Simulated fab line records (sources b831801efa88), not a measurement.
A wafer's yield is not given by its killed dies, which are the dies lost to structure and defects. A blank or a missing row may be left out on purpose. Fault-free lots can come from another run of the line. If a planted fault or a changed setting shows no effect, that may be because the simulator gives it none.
A struck lot beside a sound one -- flow sky130 -- 16 out of 708 route steps
Sound: wafers L692.3, L692.4, L692.5. Struck: wafers L707.2, L707.4 (left out: L707.5, a lot-mate that was not struck); the cause follows at the end.
Each step with rows lists, per side, the tool, then ch with its chambers, then its first start. Under that, the readings that differ: sound wafers -- struck wafers -- difference of the means -- sigmas: that difference in standard deviations of wafers without a fault.
alike: readings whose means differ by less than 2 such deviations, and words and numbers that are the same on both sides. not compared: withheld readings, readings that some wafer has no value for, bounds like >300 that may hide the same value, and numbers for which the record gives no deviation and whose values overlap.
Wherever a step has rows on one side only, a row that says differs or no value, or a row with sigmas, the two part there. Non-overlapping numbers with no deviation appear without sigmas and do not part them. A reading missing from all wafers of one side parts the sides only when that side holds two or more wafers.

first, 2 steps without rows for these wafers: SKY_METAL3_PEB_11; SKY_METAL3_DEVELOP_12 (develop time 60 s).
SKY_METAL3_CD_MEAS_13 targets a cd of 300 nm.
  struck on cd sem-02, day 43 07:59; sound on cd sem-02, day 38 15:01
  alike: cd nm
SKY_METAL3_OVL_MEAS_14:
  struck on overlay-02, day 43 08:06; sound on overlay-01, day 38 15:06
reading,sound,struck,difference,sigmas
METAL3_OVL (nm),9 6 5,-6 -4,-12,-2
SKY_METAL3_DESCUM_15: chemistry O2, time 8 s.
  sound on rie metal-01 ch 0,1, day 38 15:08; struck on rie metal-03 ch 0,1, day 43 08:08
  alike: drypump motor current A, oes product au
  not compared: rf hours counter h
SKY_METAL3_ETCH_16: etches BARC in N2/H2, stops on SiO2, time 88.2 s, target depth 60 nm.
  sound on rie metal-01 ch 0,1, day 38 15:11; struck on rie metal-03 ch 0,1, day 43 08:10
  alike: drypump motor current A, h2 flow sccm, oes product au, throttle valve pct
  not compared: rf hours counter h
SKY_METAL3_ETCH_17: etches SiO2 in C4F8/O2/Ar, stops on TiN, time 3.9 s, target depth 15 nm.
  sound on rie diel-02 ch 1,2, day 38 15:16; struck on rie diel-02 ch 1,2, day 43 08:16
  alike: oes product au
  not compared: rf hours counter h
SKY_METAL3_METAL_ETCH_18: etches the open film in Cl2/BCl3, stops on SiO2, target depth 845 nm, time 183.1 s.
  sound on rie metal-02 ch 0,1, day 38 15:20; struck on rie metal-01 ch 0,1, day 43 08:17
  alike: drypump motor current A, oes product au, throttle valve pct
  not compared: rf hours counter h
then, 4 steps without rows for these wafers: SKY_METAL3_STRIP_19 (strips in O2/N2); SKY_METAL3_STRIP_20 (strips in post etch residue remover, time 1200 s); SKY_METAL3_CLEAN_21 (cleans in IPA, time 180 s); SKY_METAL3_CLEAN_22 (cleans in O3/DIW).
SKY_VIA3_HDPCVD_00: deposits SiO2, target thk 1635 nm, time 272.5 s.
  sound on hdpcvd-02 ch 1,2, day 38 16:03; struck on hdpcvd-02 ch 0, day 43 09:02
reading,sound,struck,difference,sigmas
model.SiO2_of_VIA3_HDPCVD_00.thk nm (nm),1645 1649 1666,1204 1219,-442,
SKY_VIA3_THK_MEAS_01:
  struck on film metro-03, day 43 09:13; sound on film metro-01, day 38 16:14
reading,sound,struck,difference,sigmas
VIA3_HDPCVD_THK (nm),1645 1648 1665,1203 1219,-442,-29
SKY_VIA3_CMP_02: polishes SiO2.
  sound on cmp-02 ch 2,3, day 38 16:20; struck on cmp-01 ch 1,3, day 43 09:16
  alike: edge zone pressure frac, motor current A
-- the record jumps here: 6 days lie between the struck wafers' starts before and after (it left off in module VIA3 and takes up again in module PAD_OPEN, whose first step shown is number 708 of the route) --
SKY_PAD_OPEN_PROBE_99:
  struck on prober-01, day 49 15:49; sound on prober-01, day 45 20:07
reading,sound,struck,difference,sigmas
model.etest.met4 comb.leak log10 a um,-12.11 -12.09 -11.98,-10.19 -10.32,+1.81,

== WHERE THEY PART ==
First at SKY_METAL3_OVL_MEAS_14; last, within this record, at SKY_VIA3_THK_MEAS_01. Later steps at which nothing parts them and some readings are alike: SKY_VIA3_CMP_02.

WHY: what the simulator had put in
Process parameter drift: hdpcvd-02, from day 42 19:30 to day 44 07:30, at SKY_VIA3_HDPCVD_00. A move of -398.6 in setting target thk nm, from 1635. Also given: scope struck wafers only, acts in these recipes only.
